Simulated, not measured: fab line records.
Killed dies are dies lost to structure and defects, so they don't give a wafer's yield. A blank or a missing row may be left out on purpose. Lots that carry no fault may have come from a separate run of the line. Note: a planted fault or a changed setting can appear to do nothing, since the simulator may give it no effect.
Split-lot experiment || flow sfqLine || 23 wafers read from 5 lots, route of 325 steps

ON THE SPLIT
At SFQ_TRILAYER_M4_LITHO_COAT_098 (resist thk 62 nm), the setting resistThkNm was moved away from the recipe's 62 nm on 4 of the 23 wafers read, by -6.0% to -4.1%. All remaining wafers had this setting at the recipe value.

Split to reading: the file shows no intervening step.

THE READING
oesProductAu, in a.u., at SFQ_TRILAYER_M4_BARC_OPEN_METAL_ETCH_123 (etches BARC in O2, target depth 125 nm, time 41.7 s). Typical for fault-free wafers on this fab line: 0.685 a.u., with standard deviation 0.0048 a.u.

{"wafer": "L079.1", "tool, chamber at the split": "lithoTrack-02, 0", "resistThkNm as run, nm": 62, "against the recipe": "recipe", "oesProductAu, a.u.": 0.691, "against lot-mates on the recipe": "-"}
{"wafer": "L079.2", "tool, chamber at the split": "lithoTrack-02, 0", "resistThkNm as run, nm": 62, "against the recipe": "recipe", "oesProductAu, a.u.": 0.694, "against lot-mates on the recipe": "-"}
{"wafer": "L079.5", "tool, chamber at the split": "lithoTrack-02, 0", "resistThkNm as run, nm": 62, "against the recipe": "recipe", "oesProductAu, a.u.": 0.691, "against lot-mates on the recipe": "-"}
{"wafer": "L080.1", "tool, chamber at the split": "lithoTrack-03, 0", "resistThkNm as run, nm": 59.48, "against the recipe": "-4.1%", "oesProductAu, a.u.": 0.673, "against lot-mates on the recipe": -0.016}
{"wafer": "L080.2", "tool, chamber at the split": "lithoTrack-03, 0", "resistThkNm as run, nm": 62, "against the recipe": "recipe", "oesProductAu, a.u.": 0.695, "against lot-mates on the recipe": "-"}
{"wafer": "L080.3", "tool, chamber at the split": "lithoTrack-03, 0", "resistThkNm as run, nm": 62, "against the recipe": "recipe", "oesProductAu, a.u.": 0.684, "against lot-mates on the recipe": "-"}
{"wafer": "L080.5", "tool, chamber at the split": "lithoTrack-03, 0", "resistThkNm as run, nm": 62, "against the recipe": "recipe", "oesProductAu, a.u.": 0.688, "against lot-mates on the recipe": "-"}
{"wafer": "L080.6", "tool, chamber at the split": "lithoTrack-03, 0", "resistThkNm as run, nm": 59.48, "against the recipe": "-4.1%", "oesProductAu, a.u.": 0.664, "against lot-mates on the recipe": -0.025}
{"wafer": "L081.1", "tool, chamber at the split": "lithoTrack-01, 0", "resistThkNm as run, nm": 62, "against the recipe": "recipe", "oesProductAu, a.u.": 0.680, "against lot-mates on the recipe": "-"}
{"wafer": "L081.2", "tool, chamber at the split": "lithoTrack-01, 0", "resistThkNm as run, nm": 62, "against the recipe": "recipe", "oesProductAu, a.u.": 0.687, "against lot-mates on the recipe": "-"}
{"wafer": "L081.3", "tool, chamber at the split": "lithoTrack-01, 0", "resistThkNm as run, nm": 62, "against the recipe": "recipe", "oesProductAu, a.u.": 0.687, "against lot-mates on the recipe": "-"}
{"wafer": "L081.4", "tool, chamber at the split": "lithoTrack-01, 0", "resistThkNm as run, nm": 62, "against the recipe": "recipe", "oesProductAu, a.u.": 0.682, "against lot-mates on the recipe": "-"}
{"wafer": "L081.5", "tool, chamber at the split": "lithoTrack-01, 0", "resistThkNm as run, nm": 62, "against the recipe": "recipe", "oesProductAu, a.u.": 0.679, "against lot-mates on the recipe": "-"}
{"wafer": "L083.2", "tool, chamber at the split": "lithoTrack-03, 0", "resistThkNm as run, nm": 62, "against the recipe": "recipe", "oesProductAu, a.u.": 0.686, "against lot-mates on the recipe": "-"}
{"wafer": "L083.3", "tool, chamber at the split": "lithoTrack-03, 0", "resistThkNm as run, nm": 62, "against the recipe": "recipe", "oesProductAu, a.u.": 0.692, "against lot-mates on the recipe": "-"}
{"wafer": "L083.4", "tool, chamber at the split": "lithoTrack-03, 0", "resistThkNm as run, nm": 58.29, "against the recipe": "-6.0%", "oesProductAu, a.u.": 0.661, "against lot-mates on the recipe": -0.026}
{"wafer": "L083.5", "tool, chamber at the split": "lithoTrack-03, 0", "resistThkNm as run, nm": 58.29, "against the recipe": "-6.0%", "oesProductAu, a.u.": 0.665, "against lot-mates on the recipe": -0.022}
{"wafer": "L083.6", "tool, chamber at the split": "lithoTrack-03, 0", "resistThkNm as run, nm": 62, "against the recipe": "recipe", "oesProductAu, a.u.": 0.683, "against lot-mates on the recipe": "-"}
{"wafer": "L084.1", "tool, chamber at the split": "lithoTrack-03, 0", "resistThkNm as run, nm": 62, "against the recipe": "recipe", "oesProductAu, a.u.": 0.687, "against lot-mates on the recipe": "-"}
{"wafer": "L084.2", "tool, chamber at the split": "lithoTrack-03, 0", "resistThkNm as run, nm": 62, "against the recipe": "recipe", "oesProductAu, a.u.": 0.685, "against lot-mates on the recipe": "-"}
{"wafer": "L084.3", "tool, chamber at the split": "lithoTrack-03, 0", "resistThkNm as run, nm": 62, "against the recipe": "recipe", "oesProductAu, a.u.": 0.680, "against lot-mates on the recipe": "-"}
{"wafer": "L084.4", "tool, chamber at the split": "lithoTrack-03, 0", "resistThkNm as run, nm": 62, "against the recipe": "recipe", "oesProductAu, a.u.": 0.684, "against lot-mates on the recipe": "-"}
{"wafer": "L084.6", "tool, chamber at the split": "lithoTrack-03, 0", "resistThkNm as run, nm": 62, "against the recipe": "recipe", "oesProductAu, a.u.": 0.687, "against lot-mates on the recipe": "-"}

THE FIT
A straight line over all 23 wafers: oesProductAu changes by +0.00406 a.u. for each +1% of resistThkNm; r = +0.87; the points scatter about the line by 0.0046 a.u.
The same after taking each lot's own level away (the mean of its wafers on the recipe; 23 wafers): +0.00432 a.u. for each +1%; r = +0.93; scatter 0.0036 a.u.
That fit puts the effect of the largest move of resistThkNm on the reading at 0.026 a.u.
The lots' own levels span 0.6830 to 0.6920 a.u., that is 1.9 times the standard deviation above.
So the lot-to-lot level changes the slope little: the two slopes agree.
Check: -0.0259 a.u. against its lot-mates is what the line predicts for one of the wafers moved furthest among these (-6.0%) when that wafer is left out of the fit. Against them it came out at -0.026 a.u.

ADDITIONAL SPLITS CARRIED BY THESE WAFERS
These wafers also went through other splits before the reading. Each is held against what the fit with the lots' levels taken away leaves over:
{"other split on the same wafers": "SFQ_TRILAYER_M2_LITHO_PEB_060 pebTempC", "wafers away from the commonest value": 9, "r with oesProductAu (lot level and that fit taken away)": -0.29}
{"other split on the same wafers": "SFQ_TRILAYER_I2_VIA_LITHO_EXPOSE_068 doseMj", "wafers away from the commonest value": 8, "r with oesProductAu (lot level and that fit taken away)": "+0.32"}
{"other split on the same wafers": "SFQ_TRILAYER_M3_LITHO_COAT_080 resistThkNm", "wafers away from the commonest value": 6, "r with oesProductAu (lot level and that fit taken away)": "+0.04"}
{"other split on the same wafers": "SFQ_TRILAYER_M3_LITHO_PEB_078 pebTimeS", "wafers away from the commonest value": 8, "r with oesProductAu (lot level and that fit taken away)": -0.19}

THE WHOLE CHAIN: every reading that the file lists as answering this split, in the file's order
{"step": "SFQ_TRILAYER_M4_LITHO_COAT_098", "what it does": "resist thk 62 nm", "reading": "BARC_of_TRILAYER_M4_LITHO_COAT_098.thkNm (the simulator's own value, which no gauge read)", "change (the file's fit)": "+0.616 nm for each +1% of the setting", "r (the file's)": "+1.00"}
{"step": "SFQ_TRILAYER_M4_BARC_OPEN_METAL_ETCH_123", "what it does": "etches BARC in O2, target depth 125 nm, time 41.7 s", "reading": "oesProductAu", "change (the file's fit)": "+0.00436 a.u. for each +1% of the setting", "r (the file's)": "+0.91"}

THE FILE'S OWN FIT
oesProductAu changes by +0.00436 a.u. for each +1% of resistThkNm, r = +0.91.
